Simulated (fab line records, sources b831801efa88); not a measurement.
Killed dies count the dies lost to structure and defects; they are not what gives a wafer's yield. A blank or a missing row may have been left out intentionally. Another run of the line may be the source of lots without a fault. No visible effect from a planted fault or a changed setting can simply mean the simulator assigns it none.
fab line records	flow gf180mcu
record: lots: 13	wafers: 39	last-day: 34
route steps=602 shown MVSD@73 MVPSD@88 VT_IMPLANT@121
lots that met no fault: taken from a fault-free run of the same line
start-h: the number of hours between the record's first day and the start of the first shown wafer of the lot	wait-h: time in hours since the lot's previous step	" as in the row above	L1.1+2: a single row standing in for several wafers	- no value present, or no start provided	* or withheld: withheld	< > ~ a bound
route shown NAME@n: NAME is a module with steps in the file, n the number in the route of the first one	usual: mean/standard deviation of fault-free wafers	same: alike in all rows	chamber/n: place in a boat	sites: per-site readings	_std_site: standard deviation of those values	_edge_site: inner sites' mean taken away from outer sites' mean	radius-mm: how far each site lies from the wafer's centre	mask NAME#n: copy n	behind: the most recent tool/chamber to have shaped the wafer	hold: why the lot was held/for how many hours/how that ended	device: the n, p or np transistor that did not switch	end of line: the tests these same wafers got at the end of their route	step lacking rows: just its recipe	killed: dies that structure and defects cost at the first sort, which is not the same as the wafer's yield	map: shows each die of a wafer: x if killed, . if not, _ if none is there
set.NAME: setting as actually run; set.NAME@STEP: the setting as run at that earlier step	model.NAME: the simulator's own value behind a step, which no gauge read
the route's steps for a sample of lots (tables are steps, rows are wafers)
services: a tool's chamber out of use, with start hour (start-h, from the record's first day; less than 0 if before it), hours out, and reason
== steps ==
step: GF_MVSD_OVL_MEAS_07
usual: MVSD_OVL: -0.9/1.4
lot.wafer	tool	chamber	start-h	wait-h	MVSD_OVL[nm]
L642.2	overlay-01	-	89.82	-	-0.2
L642.5	"	-	"	"	-1.2
L642.6	"	-	"	"	-1.3
L644.2	overlay-01	-	100.67	-	-2.0
L644.5	"	-	"	"	0.2
L644.6	"	-	"	"	1.0
L645.1	overlay-02	-	106.22	-	-0.8
L645.2	"	-	"	"	-1.6
L645.5	"	-	"	"	-1.4
L649.1	overlay-01	-	130.51	-	-0.8
L649.4	"	-	"	"	-2.2
L649.6	"	-	"	"	-1.7
L651.2	overlay-02	-	138.87	-	-0.1
L651.4	"	-	"	"	-2.0
L651.5	"	-	"	"	0.4
L655.2	overlay-02	-	163.82	-	-0.5
L655.3	"	-	"	"	-2.9
L655.6	"	-	"	"	-1.4
L656.2	overlay-01	-	169.86	-	0.3
L656.4	"	-	"	"	2.1
L656.5	"	-	"	"	-0.2
L659.2	overlay-01	-	185.11	-	0.9
L659.5	"	-	"	"	-0.8
L659.6	"	-	"	"	-2.0
L660.1	overlay-02	-	192.02	-	-0.1
L660.2	"	-	"	"	0.2
L660.5	"	-	"	"	1.1
L661.1	overlay-02	-	199.82	-	-2.1
L661.4	"	-	"	"	-3.5
L661.6	"	-	"	"	-2.7
L662.1	overlay-01	-	206.21	-	-1.8
L662.5	"	-	"	"	0.5
L662.6	"	-	"	"	0.2
L663.2	overlay-02	-	209.57	-	-1.0
L663.3	"	-	"	"	-2.7
L663.5	"	-	"	"	-0.9
L664.2	overlay-02	-	215.62	-	0.3
L664.3	"	-	"	"	3.3
L664.6	"	-	"	"	2.2
step: GF_MVPSD_STRIP_10
recipe: chemistry: O2/N2	power-w: 1400	pressure-mtorr: 1500	platen-temp-c: 250	o2-flow-sccm: 3000	n2-flow-sccm: 300	overash-fraction: 0.5
usual: drypump-motor-current-A: 5.6/0.46	heater-power-w: 310/36	oes-product-au: 0.723/0.0046	strip-time-to-endpoint-s: 36.93/0.1
same: overash-fraction: 0.5
lot.wafer	tool	chamber	start-h	wait-h	drypump-motor-current-A	heater-power-w	oes-product-au	rf-hours-counter-h	strip-time-to-endpoint-s
L642.2	plasma-asher-01	1	104.69	0.1	6.2	268	0.720	44	37.03
L642.5	"	1	"	"	6.2	267	0.719	-	37.18
L642.6	"	0	"	"	6.1	287	0.728	-	37.01
L644.2	plasma-asher-03	0	115.99	0.1	4.9	337	0.726	44	36.86
L644.5	"	1	"	"	5.4	307	0.709	-	36.92
L644.6	"	0	"	"	4.9	340	0.722	-	36.85
L645.1	plasma-asher-04	1	121.50	0.1	5.8	294	0.715	34	36.92
L645.2	"	0	"	"	5.2	377	0.724	34	37.00
L645.5	"	1	"	"	5.8	289	0.725	-	36.98
L649.1	plasma-asher-01	0	146.59	0.1	6.1	286	0.723	49	36.94
L649.4	"	1	"	"	6.2	270	0.722	-	36.90
L649.6	"	1	"	"	6.2	272	0.721	-	37.03
L651.2	plasma-asher-03	1	154.50	0.1	5.4	319	0.721	48	36.88
L651.4	"	0	"	"	4.9	331	0.714	-	36.95
L651.5	"	0	"	"	4.9	334	0.719	-	37.02
L655.2	plasma-asher-01	0	180.80	0.1	6.0	280	0.723	52	36.67
L655.3	"	1	"	"	6.1	276	0.726	-	36.74
L655.6	"	1	"	"	6.1	271	0.723	-	36.74
L656.2	plasma-asher-01	0	186.85	0.1	6.0	277	0.725	53	36.88
L656.4	"	0	"	"	6.0	278	0.726	-	36.97
L656.5	"	1	"	"	6.2	269	0.722	-	36.89
L659.2	plasma-asher-04	1	203.24	0.1	5.8	287	0.730	42	36.99
L659.5	"	1	"	"	5.8	295	0.719	-	37.02
L659.6	"	0	"	"	5.2	376	0.729	-	36.98
L660.1	plasma-asher-03	1	209.99	0.1	5.4	326	0.728	54	36.74
L660.2	"	0	"	"	4.9	335	0.719	54	36.77
L660.5	"	1	"	"	5.4	328	0.711	-	36.75
L661.1	plasma-asher-04	1	218.50	0.1	5.8	294	0.726	44	36.99
L661.4	"	1	"	"	5.8	293	0.713	-	36.92
L661.6	"	1	"	"	5.8	295	0.731	-	36.93
L662.1	plasma-asher-04	0	223.79	0.1	5.2	375	0.722	45	36.77
L662.5	"	0	"	"	5.2	372	0.727	-	36.90
L662.6	"	1	"	"	5.8	287	0.727	-	36.71
L663.2	plasma-asher-01	1	227.87	0.1	6.2	270	0.723	57	36.83
L663.3	"	0	"	"	6.1	279	0.723	-	36.71
L663.5	"	1	"	"	6.2	266	0.719	-	36.92
L664.2	plasma-asher-04	1	234.50	0.1	5.8	285	0.721	46	36.94
L664.3	"	1	"	"	5.8	298	0.717	-	36.91
L664.6	"	1	"	"	5.8	291	0.713	-	36.91
step: GF_VT_IMPLANT_STRIP_31
recipe: chemistry: O2/N2	power-w: 1400	pressure-mtorr: 1500	platen-temp-c: 250	o2-flow-sccm: 3000	n2-flow-sccm: 300	overash-fraction: 0.5
usual: drypump-motor-current-A: 5.5/0.4	heater-power-w: 338/22	oes-product-au: 0.716/0.0052	strip-time-to-endpoint-s: 12.62/0.033
same: overash-fraction: 0.5
lot.wafer	tool	chamber	start-h	wait-h	drypump-motor-current-A	heater-power-w	oes-product-au	rf-hours-counter-h	strip-time-to-endpoint-s
L642.2	plasma-asher-03	0	149.55	0.1	4.9	343	0.705	48	12.60
L642.5	"	1	"	"	5.4	321	0.724	-	12.63
L642.6	"	0	"	"	4.9	346	0.721	-	12.62
L644.2	plasma-asher-02	1	161.99	0.1	5.6	330	0.716	4	12.57
L644.5	"	0	"	"	6.1	340	0.714	-	12.62
L644.6	"	1	"	"	5.6	344	0.710	-	12.59
L645.1	plasma-asher-04	0	168.94	0.1	5.2	374	0.715	39	12.63
L645.2	"	1	"	"	5.8	291	0.721	39	12.60
L645.5	"	1	"	"	5.8	287	0.722	-	12.61
L649.1	plasma-asher-02	0	196.04	0.1	6.1	336	0.709	8	12.63
L649.4	"	1	"	"	5.6	347	0.717	-	12.61
L649.6	"	1	"	"	5.6	352	0.714	-	12.61
L651.2	plasma-asher-04	1	205.55	0.1	5.8	293	0.721	42	12.63
L651.4	"	1	"	"	5.8	291	0.724	-	12.63
L651.5	"	1	"	"	5.8	296	0.705	-	12.63
L655.2	plasma-asher-02	1	233.84	0.1	5.6	337	0.718	12	12.58
L655.3	"	0	"	"	6.1	366	0.717	-	12.62
L655.6	"	0	"	"	6.2	353	0.715	-	12.63
L656.2	plasma-asher-02	0	239.95	0.1	6.1	353	0.714	12	12.68
L656.4	"	0	"	"	6.1	345	0.722	-	12.66
L656.5	"	0	"	"	6.1	333	0.718	-	12.65
L659.2	plasma-asher-03	0	256.39	0.1	4.9	350	0.717	59	12.64
L659.5	"	0	"	"	4.9	331	0.716	-	12.61
L659.6	"	1	"	"	5.4	319	0.714	-	12.67
L660.1	plasma-asher-03	0	264.34	0.1	4.9	346	0.712	60	12.61
L660.2	"	1	"	"	5.4	323	0.711	60	12.63
L660.5	"	0	"	"	4.9	343	0.718	-	12.60
L661.1	plasma-asher-03	0	273.70	0.1	4.9	339	0.714	61	12.58
L661.4	"	1	"	"	5.4	316	0.715	-	12.60
L661.6	"	1	"	"	5.4	330	0.712	-	12.62
L662.1	plasma-asher-02	1	279.84	0.1	5.6	338	0.715	17	12.61
L662.5	"	0	"	"	6.1	345	0.718	-	12.61
L662.6	"	1	"	"	5.6	333	0.711	-	12.64
L663.2	plasma-asher-02	0	283.94	0.1	6.1	352	0.723	17	12.63
L663.3	"	0	"	"	6.1	342	0.715	-	12.65
L663.5	"	0	"	"	6.1	350	0.711	-	12.59
L664.2	plasma-asher-02	0	290.54	0.1	6.1	351	0.702	18	12.68
L664.3	"	0	"	"	6.1	353	0.718	-	12.67
L664.6	"	1	"	"	5.6	340	0.713	-	12.67
step: GF_VT_IMPLANT_EXPOSE_37
recipe: mask-id: Nwell_HV_AREA	target-cd-nm: 860	na: 0.6	source-shape: conventional	sigma-outer: 0.6	dose-mj: 140
lot.wafer	tool	chamber	start-h	wait-h	mask
L642.2+5+6	iline-stepper-01	0	157.89	-	Nwell_HV_AREA#0
L644.2+5+6	iline-stepper-02	0	169.80	-	Nwell_HV_AREA#0
L645.1+2+5	iline-stepper-02	0	176.70	-	Nwell_HV_AREA#0
L649.1+4+6	iline-stepper-02	0	204.84	-	Nwell_HV_AREA#0
L651.2+4+5	iline-stepper-02	0	214.74	-	Nwell_HV_AREA#0
L655.2+3+6	iline-stepper-01	0	242.75	-	Nwell_HV_AREA#0
L656.2+4+5	iline-stepper-01	0	249.03	-	Nwell_HV_AREA#0
L659.2+5+6	iline-stepper-02	0	265.60	-	Nwell_HV_AREA#0
L660.1+2+5	iline-stepper-02	0	274.16	-	Nwell_HV_AREA#0
L661.1+4+6	iline-stepper-02	0	283.46	-	Nwell_HV_AREA#0
L662.1+5+6	iline-stepper-01	0	289.58	-	Nwell_HV_AREA#0
L663.2+3+5	iline-stepper-01	0	293.52	-	Nwell_HV_AREA#0
L664.2+3+6	iline-stepper-01	0	300.02	-	Nwell_HV_AREA#0
step: GF_VT_IMPLANT_OVL_MEAS_40
usual: VT_IMPLANT_03_OVL: -0.9/1.5
lot.wafer	tool	chamber	start-h	wait-h	VT_IMPLANT_03_OVL[nm]
L642.2	overlay-01	-	165.77	0.1	0.2
L642.5	"	-	"	"	0.8
L642.6	"	-	"	"	-0.1
L644.2	overlay-02	-	178.06	0.1	0.0
L644.5	"	-	"	"	-2.0
L644.6	"	-	"	"	-0.8
L645.1	overlay-01	-	184.40	0.1	-2.4
L645.2	"	-	"	"	-0.1
L645.5	"	-	"	"	1.4
L649.1	overlay-02	-	213.52	0.1	-1.8
L649.4	"	-	"	"	-1.1
L649.6	"	-	"	"	1.3
L651.2	overlay-02	-	222.96	0.1	-2.2
L651.4	"	-	"	"	0.4
L651.5	"	-	"	"	-0.9
L655.2	overlay-01	-	251.46	0.1	-0.8
L655.3	"	-	"	"	1.7
L655.6	"	-	"	"	-0.7
L656.2	overlay-01	-	257.76	0.1	-2.5
L656.4	"	-	"	"	-0.4
L656.5	"	-	"	"	-2.0
L659.2	overlay-02	-	275.71	0.1	91.0
L659.5	"	-	"	"	88.5
L659.6	"	-	"	"	90.2
L660.1	overlay-02	-	283.55	0.1	90.0
L660.2	"	-	"	"	89.2
L660.5	"	-	"	"	88.7
L661.1	overlay-01	-	292.90	0.1	92.7
L661.4	"	-	"	"	92.5
L661.6	"	-	"	"	90.6
L662.1	overlay-01	-	299.11	0.1	0.9
L662.5	"	-	"	"	-0.8
L662.6	"	-	"	"	0.1
L663.2	overlay-01	-	303.31	0.1	-1.1
L663.3	"	-	"	"	-0.4
L663.5	"	-	"	"	-0.4
L664.2	overlay-02	-	310.51	0.1	-0.7
L664.3	"	-	"	"	-1.5
L664.6	"	-	"	"	-1.1
== services ==
tool	chamber	start-h	hours	kind
plasma-asher-03	-	97.82	5.0	repair
iline-stepper-02	-	100.74	6.3	repair
iline-stepper-02	0	108.05	-	calibration
plasma-asher-02	-	108.75	9.0	pm
plasma-asher-02	0	108.75	9.0	vent-cycle
plasma-asher-02	1	108.75	9.0	vent-cycle
iline-stepper-02	-	116.91	1.7	pm
plasma-asher-02	0	117.75	-	clean
plasma-asher-02	1	117.75	-	clean
iline-stepper-01	-	163.26	1.7	pm
iline-stepper-01	-	167.20	0.8	repair
plasma-asher-03	-	180.49	1.7	repair
iline-stepper-02	-	196.37	2.1	pm
iline-stepper-02	-	198.45	-	consumable-replace:lamp
iline-stepper-01	0	199.97	-	calibration
plasma-asher-03	-	201.89	1.6	repair
plasma-asher-01	-	222.06	4.3	pm
iline-stepper-01	-	231.75	9.7	repair
plasma-asher-04	-	257.52	4.1	repair
iline-stepper-01	-	288.52	0.5	repair
== key ==
first-sign: step: GF_VT_IMPLANT_OVL_MEAS_40	reading: VT_IMPLANT_03_OVL	direction: up	sigmas: 62	usual: -0.9	struck: 90.4
effect none on later readings
met-at GF_VT_IMPLANT_EXPOSE_37
struck-lots L659,L660,L661
tester-left-out L659,L660,L661
not-acting-at GF_MVSD_OVL_MEAS_07,GF_MVPSD_STRIP_10,GF_VT_IMPLANT_STRIP_31
onset-between 214.74 265.60
fault: kind: scanner-matching-overlay	tool: iline-stepper-02	chamber: -	onset-h: 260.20	steps: GF_VT_IMPLANT_EXPOSE_37	offset: 91.431
tester-left-out: of these lots the tester's yield and bins aren't shown, on N5 and GAA mostly nor the transistor test; their killed dies are dies lost to structure and defects alone, not to doping, threshold or leakage, so they don't give the yield
